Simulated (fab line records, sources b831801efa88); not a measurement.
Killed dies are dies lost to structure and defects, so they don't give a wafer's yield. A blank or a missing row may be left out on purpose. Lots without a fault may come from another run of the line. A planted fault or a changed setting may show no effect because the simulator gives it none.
Which tool did it? | flow sky130 | 12 lots, 34 wafers sampled, at 1 step of a route of 708

WHAT THE GAUGES READ, wafer by wafer
SKY_VIA2_BOW_MEAS_03. Usual: VIA2_BOW 85 um, standard deviation 6.9.
lot  | measured     | on            | VIA2_BOW (um) | flag
L563 | day 35 12:56 | film_metro-01 | 89 97 92      |
L565 | day 36 12:26 | film_metro-01 | 98 70 85      |
L566 | day 36 14:19 | film_metro-01 | 96 83 96      |
L570 | day 37 17:28 | film_metro-02 | 82 89 97      |
L571 | day 38 04:03 | film_metro-01 | 83 87         |
L572 | day 38 15:37 | film_metro-03 | 87 75         |
L575 | day 39 08:06 | film_metro-03 | 91 88 82      |
L579 | day 40 06:38 | film_metro-03 | 76 91 66      |
L581 | day 40 19:35 | film_metro-03 | 77 70 92      |
L582 | day 41 06:43 | film_metro-01 | 85 76 82      |
L584 | day 41 20:12 | film_metro-02 | 89 83 81      |
L586 | day 42 06:01 | film_metro-03 | 84 89 85      |

WHICH TOOL RAN EACH LOT (tool, then ch and the chambers of the sampled wafers, then the start)
The record holds no process step before these readings.

WHAT THE TOOLS THEMSELVES READ (means of the sampled wafers that have a number; where no wafer has one, the mark that the record gives instead)
The record holds no such reading with a usual standard deviation.

THE ANSWER, worked out from the rows above alone
Rule: a lot is off if the mean of its wafers that have a number lies more than 3 standard deviations from the usual mean. A lot without any number at a reading at which 4 lots or more have one is off too. The other lots that the step has rows for count as sound. The gauges are gone through in route order, then the tools' own readings, and for those a lot's mean is taken as printed above. The first step at which some lot is off is used, and at that step the reading that is off furthest; a lot without a number counts as furthest.
No lot is off at any reading shown: from this, nothing can be told.

WHAT THE SIMULATOR HAD PUT IN
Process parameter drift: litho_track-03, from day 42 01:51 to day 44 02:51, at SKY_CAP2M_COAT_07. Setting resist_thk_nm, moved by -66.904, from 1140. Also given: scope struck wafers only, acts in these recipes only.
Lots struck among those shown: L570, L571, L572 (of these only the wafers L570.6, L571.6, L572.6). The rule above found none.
